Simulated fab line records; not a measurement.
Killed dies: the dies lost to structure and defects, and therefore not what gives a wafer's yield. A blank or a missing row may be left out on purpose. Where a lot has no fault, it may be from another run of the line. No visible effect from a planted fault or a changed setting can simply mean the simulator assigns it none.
What tool caused it? :: flow sky130 :: Sampling: 11 lots, 31 wafers, 5 of 708 route steps

## WHAT EACH GAUGE READ, for each wafer
SKY_PASSIVATION_THK_MEAS_03.
lot: L387
measured: day 42 18:22
on: film metro-02
PASSIVATION_CVD_02_THK (nm): 538 540 543

lot: L388
measured: day 43 17:53
on: film metro-02
PASSIVATION_CVD_02_THK (nm): 528 532 539

lot: L389
measured: day 44 14:38
on: film metro-04
PASSIVATION_CVD_02_THK (nm): 532 538 546

lot: L390
measured: day 45 07:04
on: film metro-03
PASSIVATION_CVD_02_THK (nm): 537 549 545

lot: L392
measured: day 45 11:44
on: film metro-02
PASSIVATION_CVD_02_THK (nm): 529 546 536

lot: L397
measured: day 47 01:42
on: film metro-04
PASSIVATION_CVD_02_THK (nm): 530 531 542

lot: L398
measured: day 47 05:04
on: film metro-03
PASSIVATION_CVD_02_THK (nm): 540 550 549

lot: L400
measured: day 48 12:29
on: film metro-02
PASSIVATION_CVD_02_THK (nm): 532 533 542

lot: L403
measured: day 48 14:20
on: film metro-03
PASSIVATION_CVD_02_THK (nm): 539 538 551

lot: L404
measured: day 48 18:10
on: film metro-04
PASSIVATION_CVD_02_THK (nm): 533 428

lot: L407
measured: day 49 06:05
on: film metro-02
PASSIVATION_CVD_02_THK (nm): 530 422

## WHAT TOOL EACH LOT RAN ON (gives the tool, then ch and the chambers of the sampled wafers, and finally the start)
lot: L387
SKY_METAL5_SPUTTER_02: pvd sputter-04, day 41 17:01
SKY_METAL5_SPUTTER_03: pvd sputter-04, day 41 17:04
SKY_METAL5_STRIP_16: plasma asher-02 ch 0,1, day 42 17:28
SKY_PASSIVATION_CVD_02: pecvd-04 ch 0,1,2, day 42 18:09

lot: L388
SKY_METAL5_SPUTTER_02: pvd sputter-01, day 42 17:48
SKY_METAL5_SPUTTER_03: pvd sputter-01, day 42 17:51
SKY_METAL5_STRIP_16: plasma asher-04 ch 0,1, day 43 16:56
SKY_PASSIVATION_CVD_02: pecvd-04 ch 0,2, day 43 17:39

lot: L389
SKY_METAL5_SPUTTER_02: pvd sputter-03, day 43 13:57
SKY_METAL5_SPUTTER_03: pvd sputter-03, day 43 14:00
SKY_METAL5_STRIP_16: plasma asher-04 ch 0,1, day 44 13:41
SKY_PASSIVATION_CVD_02: pecvd-04 ch 0,1, day 44 14:24

lot: L390
SKY_METAL5_SPUTTER_02: pvd sputter-01, day 44 07:31
SKY_METAL5_SPUTTER_03: pvd sputter-01, day 44 07:34
SKY_METAL5_STRIP_16: plasma asher-04 ch 0,1, day 45 06:10
SKY_PASSIVATION_CVD_02: pecvd-02 ch 0,1,2, day 45 06:50

lot: L392
SKY_METAL5_SPUTTER_02: pvd sputter-01, day 44 13:05
SKY_METAL5_SPUTTER_03: pvd sputter-01, day 44 13:08
SKY_METAL5_STRIP_16: plasma asher-01 ch 0,1, day 45 10:44
SKY_PASSIVATION_CVD_02: pecvd-02 ch 0,1,2, day 45 11:31

lot: L397
SKY_METAL5_SPUTTER_02: pvd sputter-01, day 46 04:04
SKY_METAL5_SPUTTER_03: pvd sputter-01, day 46 04:07
SKY_METAL5_STRIP_16: plasma asher-02 ch 0, day 47 00:44
SKY_PASSIVATION_CVD_02: pecvd-03 ch 0,1,2, day 47 01:28

lot: L398
SKY_METAL5_SPUTTER_02: pvd sputter-04, day 46 07:22
SKY_METAL5_SPUTTER_03: pvd sputter-04, day 46 07:25
SKY_METAL5_STRIP_16: plasma asher-02 ch 0, day 47 04:08
SKY_PASSIVATION_CVD_02: pecvd-04 ch 0,1, day 47 04:50

lot: L400
SKY_METAL5_SPUTTER_02: pvd sputter-01, day 47 17:13
SKY_METAL5_SPUTTER_03: pvd sputter-01, day 47 17:16
SKY_METAL5_STRIP_16: plasma asher-01 ch 0, day 48 11:32
SKY_PASSIVATION_CVD_02: pecvd-02 ch 0,1,2, day 48 12:15

lot: L403
SKY_METAL5_SPUTTER_02: pvd sputter-01, day 47 18:34
SKY_METAL5_SPUTTER_03: pvd sputter-01, day 47 18:37
SKY_METAL5_STRIP_16: plasma asher-04 ch 0,1, day 48 13:26
SKY_PASSIVATION_CVD_02: pecvd-04 ch 1,2, day 48 14:06

lot: L404
SKY_METAL5_SPUTTER_02: pvd sputter-04, day 47 21:48
SKY_METAL5_SPUTTER_03: pvd sputter-04, day 47 21:51
SKY_METAL5_STRIP_16: plasma asher-01 ch 0,1, day 48 17:16
SKY_PASSIVATION_CVD_02: pecvd-02 ch 0,2, day 48 17:55

lot: L407
SKY_METAL5_SPUTTER_02: pvd sputter-04, day 48 10:35
SKY_METAL5_SPUTTER_03: pvd sputter-04, day 48 10:38
SKY_METAL5_STRIP_16: plasma asher-04 ch 0, day 49 05:11
SKY_PASSIVATION_CVD_02: pecvd-02 ch 1, day 49 05:52
- SKY_METAL5_SPUTTER_02: material AlCu, target thk 1150 nm, time 61.2 s.
- SKY_METAL5_SPUTTER_03: material Ti, target thk 5 nm, time 3.3 s.
- SKY_METAL5_STRIP_16: strips in O2/N2.
- SKY_PASSIVATION_CVD_02: deposits Si3N4, target thk 540 nm.

## WHAT THE TOOLS THEMSELVES READ (means of the sampled wafers that have a number; where no wafer has one, the mark that the record gives instead)
SKY_METAL5_SPUTTER_02.
lot: L387
tool: pvd sputter-04
throttle valve pct (%): 30.4

lot: L388
tool: pvd sputter-01
throttle valve pct (%): 30.4

lot: L389
tool: pvd sputter-03
throttle valve pct (%): 30.4

lot: L390
tool: pvd sputter-01
throttle valve pct (%): 29.9

lot: L392
tool: pvd sputter-01
throttle valve pct (%): 30.7

lot: L397
tool: pvd sputter-01
throttle valve pct (%): 32.2

lot: L398
tool: pvd sputter-04
throttle valve pct (%): 29.6

lot: L400
tool: pvd sputter-01
throttle valve pct (%): 30.2

lot: L403
tool: pvd sputter-01
throttle valve pct (%): 31.9

lot: L404
tool: pvd sputter-04
throttle valve pct (%): 31.1

lot: L407
tool: pvd sputter-04
throttle valve pct (%): 29.4

SKY_METAL5_SPUTTER_03.
lot: L387
tool: pvd sputter-04
throttle valve pct (%): 30.2

lot: L388
tool: pvd sputter-01
throttle valve pct (%): 30.3

lot: L389
tool: pvd sputter-03
throttle valve pct (%): 30.4

lot: L390
tool: pvd sputter-01
throttle valve pct (%): 30.1

lot: L392
tool: pvd sputter-01
throttle valve pct (%): 30.9

lot: L397
tool: pvd sputter-01
throttle valve pct (%): 31.9

lot: L398
tool: pvd sputter-04
throttle valve pct (%): 29.5

lot: L400
tool: pvd sputter-01
throttle valve pct (%): 30.4

lot: L403
tool: pvd sputter-01
throttle valve pct (%): 31.8

lot: L404
tool: pvd sputter-04
throttle valve pct (%): 31.0

lot: L407
tool: pvd sputter-04
throttle valve pct (%): 29.6

SKY_METAL5_STRIP_16.
lot: L387
tool: plasma asher-02
chamber pressure mTorr (mTorr): 1499.9
drypump motor current A (A): 6.4
oes product au (a.u.): 0.707
strip time to endpoint s (s): 12.98

lot: L388
tool: plasma asher-04
chamber pressure mTorr (mTorr): 1499.9
drypump motor current A (A): 5.9
oes product au (a.u.): 0.712
strip time to endpoint s (s): 12.99

lot: L389
tool: plasma asher-04
chamber pressure mTorr (mTorr): 1500.0
drypump motor current A (A): 5.9
oes product au (a.u.): 0.707
strip time to endpoint s (s): 13.13

lot: L390
tool: plasma asher-04
chamber pressure mTorr (mTorr): 1501.7
drypump motor current A (A): 5.5
oes product au (a.u.): 0.712
strip time to endpoint s (s): 13.04

lot: L392
tool: plasma asher-01
chamber pressure mTorr (mTorr): 1500.9
drypump motor current A (A): 5.7
oes product au (a.u.): 0.713
strip time to endpoint s (s): 13.17

lot: L397
tool: plasma asher-02
chamber pressure mTorr (mTorr): 1501.1
drypump motor current A (A): 6.4
oes product au (a.u.): 0.708
strip time to endpoint s (s): 13.19

lot: L398
tool: plasma asher-02
chamber pressure mTorr (mTorr): 1499.5
drypump motor current A (A): 6.4
oes product au (a.u.): 0.711
strip time to endpoint s (s): 13.16

lot: L400
tool: plasma asher-01
chamber pressure mTorr (mTorr): 1500.2
drypump motor current A (A): 5.4
oes product au (a.u.): 0.708
strip time to endpoint s (s): 13.11

lot: L403
tool: plasma asher-04
chamber pressure mTorr (mTorr): 1499.9
drypump motor current A (A): 5.9
oes product au (a.u.): 0.709
strip time to endpoint s (s): 13.18

lot: L404
tool: plasma asher-01
chamber pressure mTorr (mTorr): 1499.9
drypump motor current A (A): 5.6
oes product au (a.u.): 0.708
strip time to endpoint s (s): 12.99

lot: L407
tool: plasma asher-04
chamber pressure mTorr (mTorr): 1499.2
drypump motor current A (A): 6.3
oes product au (a.u.): 0.710
strip time to endpoint s (s): 13.13

SKY_PASSIVATION_CVD_02.
lot: L387
tool: pecvd-04
heater power w (W): 685

lot: L388
tool: pecvd-04
heater power w (W): 651

lot: L389
tool: pecvd-04
heater power w (W): 736

lot: L390
tool: pecvd-02
heater power w (W): 688

lot: L392
tool: pecvd-02
heater power w (W): 713

lot: L397
tool: pecvd-03
heater power w (W): 812

lot: L398
tool: pecvd-04
heater power w (W): 683

lot: L400
tool: pecvd-02
heater power w (W): 732

lot: L403
tool: pecvd-04
heater power w (W): 782

lot: L404
tool: pecvd-02
heater power w (W): 672

lot: L407
tool: pecvd-02
heater power w (W): 890

## THE ANSWER, worked out from the rows above alone
Rule: usual is defined by the lots themselves. Put in order of their means at a reading, lots are off if they are a third of the lots or fewer, leave a main group of 4 or more, and stand apart from it by a gap of 3 or more times the standard deviation of the main group's means; of several such gaps the widest counts. The tables above print the reading to a certain number of digits; a main group whose means all agree to those digits is not used. Also off: a lot with no number at a reading for which 4 or more lots have one. Where the step has rows for the other lots, those lots are counted as sound. First the gauges in route order, then the tools' own readings, where a lot's mean is used as printed above. The first step at which some lot is off is used, and at that step the reading that is off furthest; a lot without a number counts as furthest.
Off: L404, L407, seen at SKY_PASSIVATION_THK_MEAS_03 (PASSIVATION_CVD_02_THK). For the main group the mean is 539 nm and the standard deviation 4.3.
If a tool, at a process step before that reading, ran all the lots that are off and no sound lot after the first of them, it fits. The gauges at SKY_PASSIVATION_THK_MEAS_03 are tried like those tools. Undecided on this evidence; 2 tools fit (pvd sputter-04 at SKY_METAL5_SPUTTER_02 and SKY_METAL5_SPUTTER_03, pecvd-02 at SKY_PASSIVATION_CVD_02).

## WHAT WAS PUT IN BY THE SIMULATOR
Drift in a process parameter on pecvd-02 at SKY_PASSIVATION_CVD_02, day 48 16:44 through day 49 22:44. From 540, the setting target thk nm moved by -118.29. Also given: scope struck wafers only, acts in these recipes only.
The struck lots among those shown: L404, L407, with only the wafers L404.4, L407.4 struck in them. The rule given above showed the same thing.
